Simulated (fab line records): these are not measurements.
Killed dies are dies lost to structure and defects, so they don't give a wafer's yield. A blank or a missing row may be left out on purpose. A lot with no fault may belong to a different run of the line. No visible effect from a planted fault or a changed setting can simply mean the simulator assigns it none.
fab line records + flow sky130
record
- lots=6
- wafers=18
- last_day=50
route steps=708 shown VT_ADJUST_PCH@148 SONOS_TUNNEL@154 PAD_OPEN@708
lots that met no fault: taken from a fault-free run of the same line
start_h: the number of hours between the record's first day and the start of the first shown wafer of the lot + wait_h: hours from the lot's prior step to this one + " repeats the value in the row above + L1.1+2: one row covering several wafers at once + - no value, or no start was given + * or withheld: withheld + < > ~ a bound
route shown NAME@n: a module of which the file shows steps, and the number in the route of the first + usual: mean/standard deviation taken from wafers without a fault + same: alike in all rows + chamber/n: place in a boat + sites: readings site by site + _std_site: their standard deviation + _edge_site: outer sites' mean less inner sites' + radius_mm: for every site, how far away it sits from the centre of the wafer + mask NAME#n: copy n + behind: tool/chamber where the wafer was last shaped + hold: why the lot went on hold/how many hours it stayed there/how the hold came to an end + device: whichever transistor did not switch (one of n, p or np) + end of line: tests run on the same wafers once the route is complete + for a step that has no rows: nothing shown but its recipe + killed: at the first sort, the dies lost to defects and structure; wafer yield is something else + map: a wafer's dies, marking killed ones x, the rest . and places with no die _
set.NAME: the run value of the setting; set.NAME@STEP: its run value at that earlier step + model.NAME: the simulator's own value behind a step, which no gauge read
lots seen at some steps along the route; tables by step, rows by wafer
services: a tool's chamber out of use, with start hour (start_h, from the record's first day; less than 0 if before it), hours out, and reason
## steps
# step SKY_VT_ADJUST_PCH_PEB_05
# recipe
- temp_c=115
- time_s=withheld
# step SKY_VT_ADJUST_PCH_DEVELOP_06
# recipe
- wall_angle_deg=90
- developer=TMAH
- develop_time_s=60
- dev_temp_c=23
# step SKY_VT_ADJUST_PCH_OVL_MEAS_07
# usual
- VT_ADJUST_PCH_OVL=0.6/1.2
| lot.wafer | tool       | chamber | start_h | wait_h | VT_ADJUST_PCH_OVL[nm] |
|-----------|------------|---------|---------|--------|-----------------------|
| L494.1    | overlay-01 | -       | 229.54  | -      | 0.8                   |
| L494.3    | "          | -       | "       | "      | 0.5                   |
| L494.5    | "          | -       | "       | "      | 1.2                   |
| L499.1    | overlay-02 | -       | 264.09  | -      | -0.7                  |
| L499.4    | "          | -       | "       | "      | -1.3                  |
| L499.5    | "          | -       | "       | "      | 0.7                   |
| L500.2    | overlay-01 | -       | 269.30  | -      | 1.6                   |
| L500.3    | "          | -       | "       | "      | -0.6                  |
| L500.6    | "          | -       | "       | "      | -0.1                  |
| L512.2    | overlay-02 | -       | 364.53  | -      | -0.6                  |
| L512.4    | "          | -       | "       | "      | 2.6                   |
| L512.5    | "          | -       | "       | "      | 1.3                   |
| L513.3    | overlay-01 | -       | 376.70  | -      | -1.8                  |
| L513.5    | "          | -       | "       | "      | -2.6                  |
| L513.6    | "          | -       | "       | "      | -1.8                  |
| L517.1    | overlay-01 | -       | 401.14  | -      | 0.7                   |
| L517.3    | "          | -       | "       | "      | 1.2                   |
| L517.4    | "          | -       | "       | "      | 1.9                   |
# step SKY_VT_ADJUST_PCH_IMPLANT_08
# recipe
- species=B
- energy_kev=10
- dose_cm2=5e+11
- tilt_deg=withheld
# step SKY_VT_ADJUST_PCH_STRIP_09
# recipe
- chemistry=O2/N2
- power_w=1400
- pressure_mtorr=1500
- platen_temp_c=withheld
- o2_flow_sccm=3000
- n2_flow_sccm=300
- overash_fraction=0.5
# usual
- drypump_motor_current_A=5.8/0.43
- oes_product_au=0.723/0.0046
- strip_time_to_endpoint_s=36.96/0.088
| lot.wafer | tool            | chamber | start_h | wait_h | drypump_motor_current_A | oes_product_au | rf_hours_counter_h | strip_time_to_endpoint_s |
|-----------|-----------------|---------|---------|--------|-------------------------|----------------|--------------------|--------------------------|
| L494.1    | plasma_asher-02 | 1       | 229.73  | 0.1    | 5.7                     | 0.727          | 57                 | 36.99                    |
| L494.3    | "               | 1       | "       | "      | 5.7                     | 0.716          | -                  | 36.91                    |
| L494.5    | "               | 0       | "       | "      | 6.1                     | 0.725          | -                  | 36.88                    |
| L499.1    | plasma_asher-01 | 1       | 264.27  | 0.1    | 5.9                     | 0.724          | 58                 | 36.96                    |
| L499.4    | "               | 1       | "       | "      | 5.8                     | 0.721          | -                  | 37.00                    |
| L499.5    | "               | 0       | "       | "      | 5.1                     | 0.724          | -                  | 36.85                    |
| L500.2    | plasma_asher-01 | 0       | 269.48  | 0.1    | 5.0                     | 0.724          | 59                 | 37.00                    |
| L500.3    | "               | 0       | "       | "      | 5.0                     | 0.717          | -                  | 36.90                    |
| L500.6    | "               | 1       | "       | "      | 5.9                     | 0.729          | -                  | 37.05                    |
| L512.2    | plasma_asher-04 | 1       | 364.71  | 0.1    | 6.1                     | 0.720          | 53                 | 36.94                    |
| L512.4    | "               | 0       | "       | "      | 6.2                     | 0.728          | -                  | 36.96                    |
| L512.5    | "               | 1       | "       | "      | 6.1                     | 0.721          | -                  | 37.03                    |
| L513.3    | plasma_asher-04 | 1       | 376.91  | 0.1    | 6.1                     | 0.725          | -                  | 36.97                    |
| L513.5    | "               | 0       | "       | "      | 6.2                     | 0.723          | -                  | 36.96                    |
| L513.6    | "               | 1       | "       | "      | 6.1                     | 0.725          | -                  | 37.01                    |
| L517.1    | plasma_asher-04 | 1       | 401.33  | 0.1    | 6.1                     | 0.722          | 57                 | 37.03                    |
| L517.3    | "               | 1       | "       | "      | 6.1                     | 0.716          | -                  | 37.05                    |
| L517.4    | "               | 0       | "       | "      | 6.2                     | 0.730          | -                  | 37.04                    |
# step SKY_VT_ADJUST_PCH_TW_MEAS_10
# usual
- VT_ADJUST_PCH_TW=143.7/0.96
| lot.wafer | tool          | chamber | start_h | wait_h | VT_ADJUST_PCH_TW |
|-----------|---------------|---------|---------|--------|------------------|
| L494.1    | film_metro-04 | -       | 229.83  | 0.1    | 143.6            |
| L494.3    | "             | -       | "       | "      | 144.5            |
| L494.5    | "             | -       | "       | "      | 144.1            |
| L499.1    | film_metro-04 | -       | 264.37  | 0.1    | 142.6            |
| L499.4    | "             | -       | "       | "      | 142.1            |
| L499.5    | "             | -       | "       | "      | 143.0            |
| L500.2    | film_metro-04 | -       | 269.59  | 0.1    | 142.2            |
| L500.3    | "             | -       | "       | "      | 143.1            |
| L500.6    | "             | -       | "       | "      | 141.5            |
| L512.2    | film_metro-03 | -       | 364.82  | 0.1    | 144.7            |
| L512.4    | "             | -       | "       | "      | 144.2            |
| L512.5    | "             | -       | "       | "      | 144.5            |
| L513.3    | film_metro-04 | -       | 376.99  | 0.1    | 143.1            |
| L513.5    | "             | -       | "       | "      | 142.7            |
| L513.6    | "             | -       | "       | "      | 143.0            |
| L517.1    | film_metro-04 | -       | 401.43  | 0.1    | 143.6            |
| L517.3    | "             | -       | "       | "      | 142.5            |
| L517.4    | "             | -       | "       | "      | 143.6            |
# step SKY_SONOS_TUNNEL_DEHYDRATE_00
# recipe
- temp_c=200
- time_s=60
# step SKY_SONOS_TUNNEL_HMDS_01
# recipe
- prime_time_s=60
- prime_temp_c=120
# step SKY_SONOS_TUNNEL_COAT_02
# recipe
- resist=NOVOLAK
- spin_rpm=3000
- resist_thk_nm=1140
# step SKY_SONOS_TUNNEL_SOFTBAKE_03
# recipe
- temp_c=90
- time_s=60
- resist=NOVOLAK
# step SKY_SONOS_TUNNEL_EXPOSE_04
# recipe
- mask_id=TUNM
- na=0.6
- source_shape=conventional
- sigma_outer=0.6
- polarization=unpolarized
- target_cd_nm=410
- dose_mj=136
# step SKY_SONOS_TUNNEL_PEB_05
# recipe
- temp_c=withheld
- time_s=*
- resist=NOVOLAK
# step SKY_SONOS_TUNNEL_DEVELOP_06
# recipe
- resist=NOVOLAK
- developer=TMAH
- develop_time_s=60
- dev_temp_c=23
| lot.wafer  | tool           | chamber | start_h | wait_h |
|------------|----------------|---------|---------|--------|
| L494.1+3+5 | litho_track-02 | 0       | 252.88  | 0.1    |
| L499.1+4+5 | litho_track-03 | 0       | 289.08  | 0.1    |
| L500.2+3+6 | litho_track-04 | 0       | 294.31  | 0.1    |
| L512.2+4+5 | litho_track-02 | 0       | 393.50  | 0.1    |
| L513.3+5+6 | litho_track-02 | 0       | 404.73  | 0.1    |
| L517.1+3+4 | litho_track-04 | 0       | 431.29  | 0.1    |
# step SKY_SONOS_TUNNEL_CD_MEAS_07
# recipe
- target_cd_nm=410
# usual
- cd_nm=410.0/1.8
| lot.wafer | tool      | chamber | start_h | wait_h | cd_nm |
|-----------|-----------|---------|---------|--------|-------|
| L494.1    | cd_sem-02 | -       | 253.03  | 0.1    | 410.5 |
| L494.3    | "         | -       | "       | "      | 412.9 |
| L494.5    | "         | -       | "       | "      | 409.6 |
| L499.1    | cd_sem-01 | -       | 289.23  | 0.1    | 407.2 |
| L499.4    | "         | -       | "       | "      | 410.4 |
| L499.5    | "         | -       | "       | "      | 409.9 |
| L500.2    | cd_sem-01 | -       | 294.46  | 0.1    | 408.6 |
| L500.3    | "         | -       | "       | "      | 409.1 |
| L500.6    | "         | -       | "       | "      | 410.2 |
| L512.2    | cd_sem-01 | -       | 393.68  | 0.2    | 380.9 |
| L512.4    | "         | -       | "       | "      | 383.4 |
| L512.5    | "         | -       | "       | "      | 380.8 |
| L513.3    | cd_sem-02 | -       | 404.87  | 0.1    | 377.4 |
| L513.5    | "         | -       | "       | "      | 379.7 |
| L513.6    | "         | -       | "       | "      | 380.0 |
| L517.1    | cd_sem-01 | -       | 431.44  | 0.1    | 411.5 |
| L517.3    | "         | -       | "       | "      | 411.4 |
| L517.4    | "         | -       | "       | "      | 411.9 |
# step SKY_SONOS_TUNNEL_OVL_MEAS_08
# usual
- SONOS_TUNNEL_OVL=0.6/1.4
| lot.wafer | tool       | chamber | start_h | wait_h | SONOS_TUNNEL_OVL[nm] |
|-----------|------------|---------|---------|--------|----------------------|
| L494.1    | overlay-01 | -       | 253.15  | 0.1    | 0.7                  |
| L494.3    | "          | -       | "       | "      | -0.3                 |
| L494.5    | "          | -       | "       | "      | 0.1                  |
| L499.1    | overlay-01 | -       | 289.35  | 0.1    | 2.4                  |
| L499.4    | "          | -       | "       | "      | 1.7                  |
| L499.5    | "          | -       | "       | "      | -0.1                 |
| L500.2    | overlay-01 | -       | 294.56  | 0.1    | -1.5                 |
| L500.3    | "          | -       | "       | "      | -0.7                 |
| L500.6    | "          | -       | "       | "      | -1.2                 |
| L512.2    | overlay-01 | -       | 393.79  | 0.1    | 0.1                  |
| L512.4    | "          | -       | "       | "      | -1.0                 |
| L512.5    | "          | -       | "       | "      | 0.6                  |
| L513.3    | overlay-01 | -       | 404.96  | 0.1    | 1.4                  |
| L513.5    | "          | -       | "       | "      | 2.8                  |
| L513.6    | "          | -       | "       | "      | 1.3                  |
| L517.1    | overlay-01 | -       | 431.56  | 0.1    | 2.3                  |
| L517.3    | "          | -       | "       | "      | 2.1                  |
| L517.4    | "          | -       | "       | "      | 1.4                  |
# step SKY_PAD_OPEN_PROBE_99
# usual
- killed_at_M0_to_M3=44/7.2
- killed_at_M4_up=3.5/1.8
- killed_at_contacts=25/5.1
- killed_at_front_end=14/4.4
- killed_at_other=0.4/0.58
- killed_dies=87/9.1
- killed_open=48/6.9
- killed_short=38/6.3
# same
- gross_dies=492
- killed_at_back_side=0
| lot.wafer | tool      | chamber | start_h | wait_h | killed_at_M0_to_M3 | killed_at_M4_up | killed_at_contacts | killed_at_front_end | killed_at_other | killed_dies | killed_open | killed_short |
|-----------|-----------|---------|---------|--------|--------------------|-----------------|--------------------|---------------------|-----------------|-------------|-------------|--------------|
| L499.1    | prober-01 | -       | 1103.35 | 0.1    | 42                 | 2               | 29                 | 20                  | 1               | 94          | 57          | 34           |
| L499.4    | prober-01 | -       | 1103.50 | 0.2    | 35                 | 3               | 36                 | 18                  | 2               | 94          | 47          | 44           |
| L499.5    | prober-01 | -       | 1103.55 | 0.2    | 32                 | 4               | 34                 | 15                  | 2               | 87          | 46          | 37           |
| L512.2    | prober-01 | -       | 1175.74 | 0.1    | 43                 | 2               | 14                 | 16                  | 1               | 76          | 42          | 34           |
| L512.4    | prober-01 | -       | 1175.84 | 0.2    | 32                 | 3               | 22                 | 9                   | 0               | 66          | 36          | 30           |
| L512.5    | prober-01 | -       | 1175.89 | 0.2    | 47                 | 3               | 23                 | 19                  | 0               | 92          | 62          | 29           |
| L513.3    | prober-02 | -       | 1185.96 | 0.2    | 47                 | 0               | 21                 | 12                  | 0               | 80          | 50          | 30           |
| L513.5    | prober-02 | -       | 1186.06 | 0.2    | 41                 | 2               | 29                 | 21                  | 0               | 93          | 49          | 43           |
| L513.6    | prober-02 | -       | 1186.11 | 0.2    | 39                 | 2               | 19                 | 17                  | 1               | 78          | 39          | 38           |
# killed by level:class
L499.1 CONTACT:geometric_particle:open=14 FIELD_ISO:geometric_particle:open=8 LI_CONTACT:geometric_particle:open=8 METAL2:geometric_particle:short=8 VIA1:geometric_particle:open=8 VIA2:geometric_particle:open=6 VIA1:geometric_particle:short=5 VIA3:geometric_particle:open=5
L499.4 LI_CONTACT:geometric_particle:open=10 CONTACT:geometric_particle:open=9 FIELD_ISO:geometric_particle:short=7 METAL2:geometric_particle:short=7 CONTACT:geometric_particle:short=6 VIA1:geometric_particle:open=6 VIA2:geometric_particle:open=6 VIA3:geometric_particle:open=6
L499.5 CONTACT:geometric_particle:open=12 LI_CONTACT:geometric_particle:open=8 CONTACT:geometric_particle:short=7 LI_CONTACT:geometric_particle:short=6 VIA1:geometric_particle:open=6 VIA2:geometric_particle:open=5 FIELD_ISO:geometric_particle:open=4 METAL2:geometric_particle:short=4
L512.2 VIA3:geometric_particle:open=13 POLY_GATE:geometric_particle:short=7 VIA1:geometric_particle:short=7 VIA1:geometric_particle:open=7 VIA2:geometric_particle:open=6 LI_CONTACT:geometric_particle:open=5 CONTACT:geometric_particle:open=5 FIELD_ISO:geometric_particle:short=4
L512.4 CONTACT:geometric_particle:open=10 VIA2:geometric_particle:open=7 VIA1:geometric_particle:open=7 LI_CONTACT:geometric_particle:open=5 VIA1:geometric_particle:short=5 FIELD_ISO:geometric_particle:open=4 METAL1:geometric_particle:short=4 METAL2:geometric_particle:short=4
L512.5 VIA2:geometric_particle:open=11 VIA1:geometric_particle:open=10 VIA3:geometric_particle:open=9 LI_CONTACT:geometric_particle:open=8 CONTACT:geometric_particle:open=8 FIELD_ISO:geometric_particle:open=5 POLY_GATE:geometric_particle:open=5 FIELD_ISO:geometric_particle:short=4
L513.3 CONTACT:geometric_particle:open=9 VIA1:geometric_particle:open=9 VIA2:geometric_particle:open=7 VIA3:geometric_particle:open=6 METAL2:geometric_particle:short=6 CONTACT:geometric_particle:short=5 POLY_GATE:geometric_particle:open=4 METAL1:geometric_particle:short=4
L513.5 VIA2:geometric_particle:open=11 CONTACT:geometric_particle:open=7 LI_CONTACT:geometric_particle:open=7 CONTACT:geometric_particle:short=7 VIA1:geometric_particle:short=7 FIELD_ISO:geometric_particle:open=6 FIELD_ISO:geometric_particle:short=5 LOCAL_INTERCONNECT:geometric_particle:short=5
L513.6 VIA1:geometric_particle:open=13 FIELD_ISO:geometric_particle:short=7 VIA2:geometric_particle:open=7 POLY_GATE:geometric_particle:short=6 CONTACT:geometric_particle:open=6 METAL2:geometric_particle:short=5 LI_CONTACT:geometric_particle:open=5 METAL1:geometric_particle:short=4
## services
| tool            | chamber | start_h | hours | kind                      |
|-----------------|---------|---------|-------|---------------------------|
| litho_track-02  | -       | 341.28  | -     | consumable_replace:filter |
| litho_track-04  | -       | 346.55  | -     | consumable_replace:filter |
| plasma_asher-01 | -       | 360.48  | 13.5  | repair                    |
| plasma_asher-01 | -       | 383.41  | 2.2   | repair                    |
| plasma_asher-04 | -       | 407.02  | 2.8   | pm                        |
| plasma_asher-02 | -       | 415.73  | 0.4   | repair                    |
| plasma_asher-01 | -       | 421.25  | 9.0   | pm                        |
| plasma_asher-01 | 0       | 421.25  | 9.0   | vent_cycle                |
| plasma_asher-01 | 1       | 421.25  | 9.0   | vent_cycle                |
| plasma_asher-01 | 0       | 430.25  | -     | clean                     |
| plasma_asher-01 | 1       | 430.25  | -     | clean                     |
## key
first_sign
- step=SKY_SONOS_TUNNEL_CD_MEAS_07
- reading=cd_nm
- direction=down
- sigmas=16
- usual=410.0
- struck=380.3
effect none on later readings
met_at SKY_SONOS_TUNNEL_DEVELOP_06
struck_wafers L512.2,L512.4,L512.5,L513.3,L513.5,L513.6
tester_left_out L512,L513
onset_between 252.88 393.50
fault
- kind=process_parameter_drift
- tool=litho_track-02
- chamber=-
- onset_h=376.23
- steps=SKY_SONOS_TUNNEL_DEVELOP_06
- channel=develop_time_s
- offset=*
- shape=step
- end_h=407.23
- acts_in=*
- stated=*
# tester_left_out: of these lots the tester's yield and bins aren't shown, on N5 and GAA mostly nor the transistor test; their killed dies are dies lost to structure and defects alone, not to doping, threshold or leakage, so they don't give the yield
